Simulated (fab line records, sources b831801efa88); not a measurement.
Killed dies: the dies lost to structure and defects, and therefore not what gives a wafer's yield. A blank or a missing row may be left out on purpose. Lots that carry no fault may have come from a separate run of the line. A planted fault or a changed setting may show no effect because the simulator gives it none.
fab line records ; flow sky130
record: lots: 10; wafers: 30; last_day: 50
route steps=708 shown METAL3@565 VIA3@589 CAP2M@605 PAD_OPEN@708
lots that met no fault: taken from a fault-free run of the same line
start_h: hours from the record's opening day to when the first of the lot's shown wafers began ; wait_h: hours since the lot's step before ; " as in the row above ; L1.1+2: one row covering several wafers at once ; - either no value or no given start ; * or withheld: withheld ; < > ~ a bound
route shown NAME@n: a module of which the file shows steps, and the number in the route of the first ; usual: mean and standard deviation over wafers with no fault ; same: alike in all rows ; chamber/n: place in a boat ; sites: each site's reading ; _std_site: standard deviation of those values ; _edge_site: inner sites' mean taken away from outer sites' mean ; radius_mm: for every site, how far away it sits from the centre of the wafer ; mask NAME#n: copy n ; behind: the last tool/chamber to shape the wafer ; hold: what put the lot on hold/how long, in hours/how the hold closed ; device: transistor that didn't switch, given as n, p or np ; end of line: tests run on the same wafers once the route is complete ; a step without rows: its recipe alone ; killed: dies lost to structure and defects at the first sort, not the wafer's yield ; map: the dies of a wafer, with x for killed, . for not killed, _ for no die there
set.NAME: setting as actually run; set.NAME@STEP: the setting as run at that earlier step ; model.NAME: the simulator's own value behind a step, which no gauge read
a sample of lots followed through the steps of the route, with each step as a table and each wafer as a row
services: when a tool's chamber went out of use (start_h, in hours from the record's first day, below 0 if earlier), for how many hours, and the reason
== steps ==
step: SKY_METAL3_DESCUM_15
recipe: chemistry: O2; source_power_w: 150; bias_power_w: 0; pressure_mtorr: 10; temp_c: 40; time_s: 8
usual: drypump_motor_current_A: 5.69/0.24; oes_product_au: 1.000/0.0086
lot.wafer;tool;chamber;start_h;wait_h;drypump_motor_current_A;oes_product_au;rf_hours_counter_h
L515.1;rie_metal-04;1;922.46;0.0;5.89;0.996;8
L515.2;rie_metal-04;0;922.46;0.0;5.37;0.991;6
L515.6;rie_metal-04;1;922.46;0.0;5.90;0.994;-
L516.2;rie_metal-04;0;935.36;0.0;5.39;0.982;6
L516.5;rie_metal-04;0;935.36;0.0;5.40;0.985;-
L516.6;rie_metal-04;1;935.36;0.0;5.93;0.995;-
L517.1;rie_metal-03;0;942.16;0.0;5.95;0.995;15
L517.5;rie_metal-03;1;942.16;0.0;5.67;0.999;-
L517.6;rie_metal-03;0;942.16;0.0;5.93;0.997;-
L519.1;rie_metal-01;0;954.16;0.0;5.35;1.026;15
L519.4;rie_metal-01;0;954.16;0.0;5.35;1.020;-
L519.5;rie_metal-01;1;954.16;0.0;5.86;1.019;-
L522.1;rie_metal-01;0;975.41;0.0;5.37;1.000;16
L522.5;rie_metal-01;0;975.41;0.0;5.39;0.999;-
L522.6;rie_metal-01;1;975.41;0.0;5.86;0.993;-
L525.1;rie_metal-03;1;995.29;0.0;5.66;0.989;13
L525.5;rie_metal-03;0;995.29;0.0;5.90;0.999;-
L525.6;rie_metal-03;1;995.29;0.0;5.67;0.996;-
L526.2;rie_metal-01;1;1000.11;0.0;5.87;1.008;15
L526.4;rie_metal-01;1;1000.11;0.0;5.86;1.013;-
L526.5;rie_metal-01;0;1000.11;0.0;5.39;1.007;-
L531.1;rie_metal-04;1;1035.19;0.0;6.00;1.007;14
L531.4;rie_metal-04;0;1035.19;0.0;5.43;0.995;-
L531.5;rie_metal-04;1;1035.19;0.0;5.97;0.999;-
L533.2;rie_metal-04;1;1038.89;0.0;5.94;1.002;14
L533.3;rie_metal-04;1;1038.89;0.0;5.98;1.002;-
L533.5;rie_metal-04;0;1038.89;0.0;5.39;0.999;-
L534.4;rie_metal-04;0;1054.10;0.0;5.39;0.996;-
L534.5;rie_metal-04;1;1054.10;0.0;5.90;1.002;-
L534.6;rie_metal-04;0;1054.10;0.0;5.41;0.996;-
step: SKY_VIA3_STRIP_16
recipe: chemistry: O2/N2; power_w: 1400; pressure_mtorr: 1500; platen_temp_c: withheld; o2_flow_sccm: 3000; n2_flow_sccm: 300; overash_fraction: 0.5
usual: drypump_motor_current_A: 5.4/0.39; oes_product_au: 0.402/0.0048; strip_time_to_endpoint_s: 4.125/0.022
lot.wafer;tool;chamber;start_h;wait_h;drypump_motor_current_A;oes_product_au;rf_hours_counter_h;strip_time_to_endpoint_s
L515.1;plasma_asher-01;0;948.27;0.0;5.7;0.412;85;4.146
L515.2;plasma_asher-01;1;948.27;0.0;5.6;0.398;85;4.120
L515.6;plasma_asher-01;0;948.27;0.0;5.7;0.400;-;4.140
L516.2;plasma_asher-03;0;960.82;0.0;4.9;0.404;50;4.126
L516.5;plasma_asher-03;0;960.82;0.0;4.9;0.401;-;4.140
L516.6;plasma_asher-03;1;960.82;0.0;5.7;0.403;-;4.116
L517.1;plasma_asher-03;0;968.62;0.0;4.9;0.400;50;4.129
L517.5;plasma_asher-03;0;968.62;0.0;4.9;0.411;-;4.147
L517.6;plasma_asher-03;1;968.62;0.0;5.7;0.397;-;4.143
L519.1;plasma_asher-02;0;980.67;0.0;5.8;0.412;26;4.179
L519.4;plasma_asher-02;0;980.67;0.0;5.8;0.404;-;4.173
L519.5;plasma_asher-02;0;980.67;0.0;5.8;0.403;-;4.148
L522.1;plasma_asher-01;1;1001.51;0.0;5.6;0.402;90;4.091
L522.5;plasma_asher-01;1;1001.51;0.0;5.6;0.401;-;4.101
L522.6;plasma_asher-01;0;1001.51;0.0;5.7;0.401;-;4.109
L525.1;plasma_asher-02;0;1020.31;0.0;5.9;0.402;30;4.093
L525.5;plasma_asher-02;0;1020.31;0.0;5.9;0.396;-;4.124
L525.6;plasma_asher-02;1;1020.31;0.0;5.0;0.404;-;4.113
L526.2;plasma_asher-03;1;1025.46;0.0;5.7;0.406;56;4.097
L526.4;plasma_asher-03;0;1025.46;0.0;4.9;0.407;-;4.137
L526.5;plasma_asher-03;1;1025.46;0.0;5.7;0.396;-;4.105
L531.1;plasma_asher-02;0;1058.41;0.0;5.9;0.409;33;4.110
L531.4;plasma_asher-02;0;1058.41;0.0;5.9;0.408;-;4.113
L531.5;plasma_asher-02;0;1058.41;0.0;5.9;0.394;-;4.090
L533.2;plasma_asher-03;1;1063.12;0.0;5.7;0.399;60;4.146
L533.3;plasma_asher-03;0;1063.12;0.0;4.9;0.401;-;4.143
L533.5;plasma_asher-03;1;1063.12;0.0;5.7;0.401;-;4.141
L534.4;plasma_asher-03;1;1077.20;0.1;5.7;0.408;-;4.104
L534.5;plasma_asher-03;1;1077.20;0.1;5.7;0.402;-;4.120
L534.6;plasma_asher-03;0;1077.20;0.1;4.9;0.401;-;4.104
step: SKY_VIA3_THK_MEAS_23
recipe: thk_meas_gauge: xrf; reads: W_of_VIA3_CVD_21
usual: VIA3_W_THK: 376/5.3
lot.wafer;tool;chamber;start_h;wait_h;VIA3_W_THK[nm]
L515.1;film_metro-02;-;949.17;0.1;361
L515.2;film_metro-02;-;949.17;0.1;369
L515.6;film_metro-02;-;949.17;0.1;363
L516.2;film_metro-02;-;961.73;0.1;373
L516.5;film_metro-02;-;961.73;0.1;374
L516.6;film_metro-02;-;961.73;0.1;372
L517.1;film_metro-01;-;969.51;0.1;384
L517.5;film_metro-01;-;969.51;0.1;384
L517.6;film_metro-01;-;969.51;0.1;385
L519.1;film_metro-01;-;981.57;0.1;383
L519.4;film_metro-01;-;981.57;0.1;387
L519.5;film_metro-01;-;981.57;0.1;386
L522.1;film_metro-03;-;1002.41;0.1;372
L522.5;film_metro-03;-;1002.41;0.1;365
L522.6;film_metro-03;-;1002.41;0.1;373
L525.1;film_metro-03;-;1021.21;0.1;379
L525.5;film_metro-03;-;1021.21;0.1;381
L525.6;film_metro-03;-;1021.21;0.1;381
L526.2;film_metro-03;-;1026.38;0.1;376
L526.4;film_metro-03;-;1026.38;0.1;378
L526.5;film_metro-03;-;1026.38;0.1;382
L531.1;film_metro-01;-;1059.65;0.1;383
L531.4;film_metro-01;-;1059.65;0.1;388
L531.5;film_metro-01;-;1059.65;0.1;388
L533.2;film_metro-01;-;1064.08;0.1;375
L533.3;film_metro-01;-;1064.08;0.1;382
L533.5;film_metro-01;-;1064.08;0.1;381
L534.4;film_metro-02;-;1078.20;0.1;377
L534.5;film_metro-02;-;1078.20;0.1;379
L534.6;film_metro-02;-;1078.20;0.1;376
step: SKY_CAP2M_SPUTTER_02
recipe: material: TiN; target_thk_nm: 200; temp_c: 300; power_w: 6500; time_s: 166.7; chamber_pressure_pa: 0.4
usual: cathode_dc_power_W: 6500.0/1.1; throttle_valve_pct: 30.2/0.87
lot.wafer;tool;chamber;start_h;wait_h;cathode_dc_power_W;throttle_valve_pct
L515.1;pvd_sputter-02;-;949.76;0.1;6499.5;30.5
L515.2;pvd_sputter-02;-;949.76;0.1;6500.1;30.1
L515.6;pvd_sputter-02;-;949.76;0.1;6501.3;30.3
L516.2;pvd_sputter-02;-;962.31;0.0;6499.9;31.3
L516.5;pvd_sputter-02;-;962.31;0.0;6499.9;31.2
L516.6;pvd_sputter-02;-;962.31;0.0;6500.5;30.1
L517.1;pvd_sputter-02;-;970.11;0.1;6499.2;30.4
L517.5;pvd_sputter-02;-;970.11;0.1;6498.3;30.4
L517.6;pvd_sputter-02;-;970.11;0.1;6499.6;30.4
L519.1;pvd_sputter-02;-;982.41;0.1;6502.0;30.5
L519.4;pvd_sputter-02;-;982.41;0.1;6500.1;31.3
L519.5;pvd_sputter-02;-;982.41;0.1;6499.0;30.3
L522.1;pvd_sputter-02;-;1003.00;0.1;6501.4;31.3
L522.5;pvd_sputter-02;-;1003.00;0.1;6498.1;31.2
L522.6;pvd_sputter-02;-;1003.00;0.1;6501.0;30.6
L525.1;pvd_sputter-01;-;1021.82;0.1;6500.0;27.8
L525.5;pvd_sputter-01;-;1021.82;0.1;6499.3;30.1
L525.6;pvd_sputter-01;-;1021.82;0.1;6501.6;31.4
L526.2;pvd_sputter-01;-;1026.97;0.0;6501.7;29.7
L526.4;pvd_sputter-01;-;1026.97;0.0;6502.4;31.4
L526.5;pvd_sputter-01;-;1026.97;0.0;6498.4;27.9
L531.1;pvd_sputter-01;-;1060.25;0.1;5171.8;29.7
L531.4;pvd_sputter-01;-;1060.25;0.1;5169.1;31.2
L531.5;pvd_sputter-01;-;1060.25;0.1;5170.5;31.3
L533.2;pvd_sputter-01;-;1064.67;0.0;5170.9;30.0
L533.3;pvd_sputter-01;-;1064.67;0.0;5168.7;27.7
L533.5;pvd_sputter-01;-;1064.67;0.0;5169.8;30.2
L534.4;pvd_sputter-01;-;1078.76;0.0;5171.4;29.9
L534.5;pvd_sputter-01;-;1078.76;0.0;5169.1;29.9
L534.6;pvd_sputter-01;-;1078.76;0.0;5171.4;27.7
step: SKY_CAP2M_RS_MEAS_03
recipe: thk_meas_gauge: four-point-probe; reads: TiN_of_CAP2M_SPUTTER_02
usual: CAP2M_TIN_RS: 6.88/0.06
lot.wafer;tool;chamber;start_h;wait_h;CAP2M_TIN_RS[ohm/sq]
L515.1;film_metro-04;-;949.87;0.1;6.80
L515.2;film_metro-04;-;949.87;0.1;6.78
L515.6;film_metro-04;-;949.87;0.1;6.81
L516.2;film_metro-03;-;962.44;0.1;6.92
L516.5;film_metro-03;-;962.44;0.1;6.81
L516.6;film_metro-03;-;962.44;0.1;6.90
L517.1;film_metro-04;-;970.22;0.1;6.81
L517.5;film_metro-04;-;970.22;0.1;6.80
L517.6;film_metro-04;-;970.22;0.1;6.81
L519.1;film_metro-03;-;982.52;0.1;6.93
L519.4;film_metro-03;-;982.52;0.1;6.91
L519.5;film_metro-03;-;982.52;0.1;6.87
L522.1;film_metro-03;-;1003.11;0.1;6.96
L522.5;film_metro-03;-;1003.11;0.1;6.95
L522.6;film_metro-03;-;1003.11;0.1;6.89
L525.1;film_metro-04;-;1021.93;0.1;6.82
L525.5;film_metro-04;-;1021.93;0.1;6.78
L525.6;film_metro-04;-;1021.93;0.1;6.85
L526.2;film_metro-01;-;1027.10;0.1;6.77
L526.4;film_metro-01;-;1027.10;0.1;6.80
L526.5;film_metro-01;-;1027.10;0.1;6.83
L531.1;film_metro-04;-;1060.36;0.1;8.59
L531.4;film_metro-04;-;1060.36;0.1;8.58
L531.5;film_metro-04;-;1060.36;0.1;8.55
L533.2;film_metro-04;-;1064.80;0.1;8.60
L533.3;film_metro-04;-;1064.80;0.1;8.65
L533.5;film_metro-04;-;1064.80;0.1;8.67
L534.4;film_metro-04;-;1078.93;0.1;8.70
L534.5;film_metro-04;-;1078.93;0.1;8.69
L534.6;film_metro-04;-;1078.93;0.1;8.68
step: SKY_CAP2M_THK_MEAS_04
recipe: thk_meas_gauge: xrf; reads: TiN_of_CAP2M_SPUTTER_02
usual: CAP2M_TIN_THK: 198.6/1.5
lot.wafer;tool;chamber;start_h;wait_h;CAP2M_TIN_THK[nm]
L515.1;film_metro-04;-;949.99;0.1;200.2
L515.2;film_metro-04;-;949.99;0.1;200.9
L515.6;film_metro-04;-;949.99;0.1;199.5
L516.2;film_metro-03;-;962.55;0.1;198.4
L516.5;film_metro-03;-;962.55;0.1;201.4
L516.6;film_metro-03;-;962.55;0.1;198.8
L517.1;film_metro-04;-;970.34;0.1;200.9
L517.5;film_metro-04;-;970.34;0.1;201.6
L517.6;film_metro-04;-;970.34;0.1;199.7
L519.1;film_metro-03;-;982.64;0.1;198.1
L519.4;film_metro-03;-;982.64;0.1;199.3
L519.5;film_metro-03;-;982.64;0.1;198.6
L522.1;film_metro-03;-;1003.23;0.1;196.5
L522.5;film_metro-03;-;1003.23;0.1;196.5
L522.6;film_metro-03;-;1003.23;0.1;199.6
L525.1;film_metro-04;-;1022.05;0.1;198.4
L525.5;film_metro-04;-;1022.05;0.1;199.4
L525.6;film_metro-04;-;1022.05;0.1;198.1
L526.2;film_metro-01;-;1027.21;0.1;201.4
L526.4;film_metro-01;-;1027.21;0.1;200.6
L526.5;film_metro-01;-;1027.21;0.1;199.5
L531.1;film_metro-04;-;1060.48;0.1;159.1
L531.4;film_metro-04;-;1060.48;0.1;159.5
L531.5;film_metro-04;-;1060.48;0.1;161.0
L533.2;film_metro-04;-;1064.91;0.1;159.5
L533.3;film_metro-04;-;1064.91;0.1;158.9
L533.5;film_metro-04;-;1064.91;0.1;158.7
L534.4;film_metro-04;-;1079.02;0.1;158.2
L534.5;film_metro-04;-;1079.02;0.1;158.4
L534.6;film_metro-04;-;1079.02;0.1;158.2
step: SKY_CAP2M_METAL_ETCH_13
recipe: target_depth_nm: 220; stop_on: SiO2; chemistry: Cl2/BCl3; target: TiN; pressure_mtorr: 10; icp_w: 900; bias_w: 48.5; Cl2_flow_sccm: 60; bcl3_flow_sccm: 30; time_s: 62.9
usual: drypump_motor_current_A: 5.65/0.21; oes_product_au: 0.944/0.0067; throttle_valve_pct: 21.900/0.0089
lot.wafer;tool;chamber;start_h;wait_h;drypump_motor_current_A;oes_product_au;rf_hours_counter_h;throttle_valve_pct
L515.1;rie_metal-03;0;974.09;0.0;5.93;0.948;17;21.873
L515.2;rie_metal-03;1;974.09;0.0;5.66;0.961;12;21.905
L515.6;rie_metal-03;0;974.09;0.0;5.96;0.941;-;21.898
L516.2;rie_metal-03;1;986.34;0.0;5.63;0.940;13;21.894
L516.5;rie_metal-03;0;986.34;0.0;5.90;0.959;-;21.883
L516.6;rie_metal-03;1;986.34;0.0;5.65;0.935;-;21.896
L517.1;rie_metal-03;1;993.87;0.0;5.69;0.949;13;21.899
L517.5;rie_metal-03;1;993.87;0.0;5.66;0.966;-;21.884
L517.6;rie_metal-03;0;993.87;0.0;5.95;0.949;-;21.893
L519.1;rie_metal-01;1;1006.35;0.0;5.86;0.937;15;21.898
L519.4;rie_metal-01;0;1006.35;0.0;5.39;0.938;-;21.891
L519.5;rie_metal-01;0;1006.35;0.0;5.37;0.941;-;21.895
L522.1;rie_metal-01;1;1026.20;0.0;5.88;0.939;16;21.908
L522.5;rie_metal-01;0;1026.20;0.0;5.38;0.938;-;21.915
L522.6;rie_metal-01;1;1026.20;0.0;5.86;0.937;-;21.896
L525.1;rie_metal-02;1;1044.52;0.0;5.48;0.942;20;21.891
L525.5;rie_metal-02;0;1044.52;0.0;5.45;0.954;-;21.900
L525.6;rie_metal-02;1;1044.52;0.0;5.48;0.946;-;21.898
L526.2;rie_metal-01;1;1048.70;0.0;5.87;0.945;18;21.889
L526.4;rie_metal-01;1;1048.70;0.0;5.86;0.955;-;21.901
L526.5;rie_metal-01;0;1048.70;0.0;5.39;0.943;-;21.904
L531.1;rie_metal-03;0;1081.02;0.0;5.92;0.841;24;21.981
L531.4;rie_metal-03;1;1081.02;0.0;5.67;0.831;-;21.977
L531.5;rie_metal-03;0;1081.02;0.0;5.93;0.831;-;21.971
L533.2;rie_metal-02;0;1085.84;0.0;5.47;0.823;13;21.965
L533.3;rie_metal-02;0;1085.84;0.0;5.47;0.845;-;21.981
L533.5;rie_metal-02;1;1085.84;0.0;5.47;0.829;-;21.977
L534.4;rie_metal-03;1;1098.64;0.0;5.65;0.820;-;21.987
L534.5;rie_metal-03;1;1098.64;0.0;5.65;0.830;-;21.967
L534.6;rie_metal-03;0;1098.64;0.0;5.90;0.829;-;21.979
step: SKY_PAD_OPEN_PROBE_99
usual: defect_limited_yield: 82.8/2; killed_at_M0_to_M3: 43/7.2; killed_at_M4_up: 3.0/2; killed_at_contacts: 24/5.5; killed_at_front_end: 15/4.2; killed_at_other: 0.3/0.51; killed_dies: 85/10; killed_on_rim: 17/4; killed_open: 46/7.3; killed_short: 38/6.4; sort_bin_3_pad_short: 0.9/0.42; sort_bin_5_function: 10.3/1.5; sort_bin_6_memory: 6.0/1.2; sort_n_pass: 407/10; sort_yield_pct: 82.8/2
same: gross_dies: 492; killed_at_back_side: 0; sort_bin_4_leakage[%]: 0; sort_bin_8_speed[%]: 0
lot.wafer;tool;chamber;start_h;wait_h;defect_limited_yield[%];killed_at_M0_to_M3;killed_at_M4_up;killed_at_contacts;killed_at_front_end;killed_at_other;killed_dies;killed_on_rim;killed_open;killed_short;sort_bin_3_pad_short[%];sort_bin_5_function[%];sort_bin_6_memory[%];sort_n_pass;sort_yield_pct[%]
L522.1;prober-01;-;1139.22;0.1;79.5;42;2;39;18;0;101;25;53;48;0.8;12.6;7.1;391;79.5
L522.5;prober-01;-;1139.42;0.2;79.3;58;3;25;16;0;102;15;56;46;1.4;11.4;7.9;390;79.3
L522.6;prober-01;-;1139.47;0.2;80.7;55;1;27;12;0;95;20;57;38;1.4;12.6;5.3;397;80.7
L525.1;prober-01;-;1152.64;0.1;81.3;50;6;17;19;0;92;20;46;46;0.2;12.8;5.7;400;81.3
L525.5;prober-01;-;1152.84;0.2;83.3;51;3;21;7;0;82;16;38;44;1.2;7.1;8.3;410;83.3
L525.6;prober-01;-;1152.89;0.2;84.1;43;2;21;12;0;78;19;39;39;0.6;9.8;5.5;414;84.1
L531.1;prober-01;-;1182.22;0.1;85.0;36;3;18;17;0;74;11;40;34;0.4;10.6;4.1;418;85.0
L531.4;prober-01;-;1182.37;0.2;82.7;46;3;22;14;0;85;13;43;42;0.6;9.1;7.5;407;82.7
L531.5;prober-01;-;1182.42;0.2;82.9;40;2;19;22;1;84;17;50;34;0.6;8.9;7.5;408;82.9
killed by level:class
L522.1 CONTACT:geometric_particle:open=13 VIA1:geometric_particle:open=12 LI_CONTACT:geometric_particle:open=7 LOCAL_INTERCONNECT:geometric_particle:short=7 METAL2:geometric_particle:short=6 VIA2:geometric_particle:open=6 CONTACT:geometric_particle:short=5 METAL1:geometric_particle:short=5
L522.5 VIA1:geometric_particle:open=18 CONTACT:geometric_particle:open=10 METAL1:geometric_particle:short=7 VIA1:geometric_particle:short=7 VIA3:geometric_particle:open=7 FIELD_ISO:geometric_particle:open=5 POLY_GATE:geometric_particle:open=5 VIA3:geometric_particle:short=5
L522.6 VIA1:geometric_particle:open=14 CONTACT:geometric_particle:open=10 VIA2:geometric_particle:open=10 LI_CONTACT:geometric_particle:open=7 METAL1:geometric_particle:short=7 FIELD_ISO:geometric_particle:open=5 VIA3:geometric_particle:open=5 VIA1:geometric_particle:short=4
L525.1 VIA1:geometric_particle:open=9 CONTACT:geometric_particle:open=8 VIA1:geometric_particle:short=8 VIA3:geometric_particle:open=7 POLY_GATE:geometric_particle:short=6 METAL1:geometric_particle:short=6 METAL2:geometric_particle:short=5 POLY_CUT:geometric_particle:open=4
L525.5 CONTACT:geometric_particle:open=8 LI_CONTACT:geometric_particle:open=7 METAL1:geometric_particle:short=7 VIA2:geometric_particle:open=7 METAL2:geometric_particle:short=6 VIA1:geometric_particle:short=6 VIA1:geometric_particle:open=5 METAL3:geometric_particle:short=5
L525.6 VIA1:geometric_particle:open=8 VIA2:geometric_particle:open=7 LOCAL_INTERCONNECT:geometric_particle:short=6 CONTACT:geometric_particle:open=6 METAL2:geometric_particle:short=6 VIA3:geometric_particle:open=6 METAL1:geometric_particle:short=5 POLY_GATE:geometric_particle:open=4
L531.1 LI_CONTACT:geometric_particle:open=7 VIA3:geometric_particle:open=7 CONTACT:geometric_particle:open=6 FIELD_ISO:geometric_particle:open=5 METAL2:geometric_particle:short=5 VIA1:geometric_particle:open=5 VIA3:geometric_particle:short=5 FIELD_ISO:geometric_particle:short=4
L531.4 VIA1:geometric_particle:open=10 LI_CONTACT:geometric_particle:open=7 METAL2:geometric_particle:short=7 CONTACT:geometric_particle:open=6 VIA3:geometric_particle:open=6 METAL1:geometric_particle:short=5 VIA2:geometric_particle:short=4 FIELD_ISO:geometric_particle:open=3
L531.5 FIELD_ISO:geometric_particle:open=9 VIA3:geometric_particle:open=9 VIA1:geometric_particle:open=8 CONTACT:geometric_particle:open=7 LI_CONTACT:geometric_particle:open=6 METAL2:geometric_particle:short=6 VIA1:geometric_particle:short=5 VIA2:geometric_particle:open=5
== services ==
tool;chamber;start_h;hours;kind
rie_metal-04;-;910.39;1.4;pm
pvd_sputter-01;-;936.49;51.4;repair
plasma_asher-03;-;939.72;4.4;repair
pvd_sputter-01;-;953.44;6.6;repair
plasma_asher-03;-;963.27;1.4;repair
pvd_sputter-02;1;989.38;-;consumable_replace:kit
pvd_sputter-02;1;989.38;18.0;scheduled_down
pvd_sputter-02;1;989.38;18.0;vent_cycle
rie_metal-02;-;993.73;14.6;pm
plasma_asher-01;-;1014.60;1.4;repair
pvd_sputter-01;1;1027.08;-;consumable_replace:kit
pvd_sputter-01;1;1027.08;18.0;scheduled_down
pvd_sputter-01;1;1027.08;18.0;vent_cycle
rie_metal-01;1;1033.72;3.0;repair
rie_metal-01;0;1066.70;48.3;repair
plasma_asher-03;-;1066.71;4.0;repair
rie_metal-01;-;1075.17;28.1;pm
rie_metal-03;1;1075.80;3.2;repair
plasma_asher-01;-;1076.75;28.1;pm
== key ==
first_sign: step: SKY_CAP2M_SPUTTER_02; reading: cathode_dc_power_W; direction: down; sigmas: 99+; usual: 6500.0; struck: 5170.3
effect: step: SKY_CAP2M_RS_MEAS_03; reading: CAP2M_TIN_RS; direction: up; sigmas: 29; usual: 6.88; struck: 8.63
effect: step: SKY_CAP2M_THK_MEAS_04; reading: CAP2M_TIN_THK; direction: down; sigmas: 26; usual: 198.6; struck: 159.0
effect: step: SKY_CAP2M_METAL_ETCH_13; reading: oes_product_au; direction: down; sigmas: 17; usual: 0.944; struck: 0.831
met_at SKY_CAP2M_SPUTTER_02
struck_lots L531,L533,L534
not_acting_at SKY_METAL3_DESCUM_15,SKY_VIA3_STRIP_16,SKY_VIA3_THK_MEAS_23
onset_between 1026.97 1060.25
fault: kind: process_parameter_drift; tool: pvd_sputter-01; chamber: -; onset_h: 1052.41; steps: SKY_CAP2M_SPUTTER_02; channel: power_w; offset: *; shape: step; end_h: 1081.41; acts_in: *; stated: *
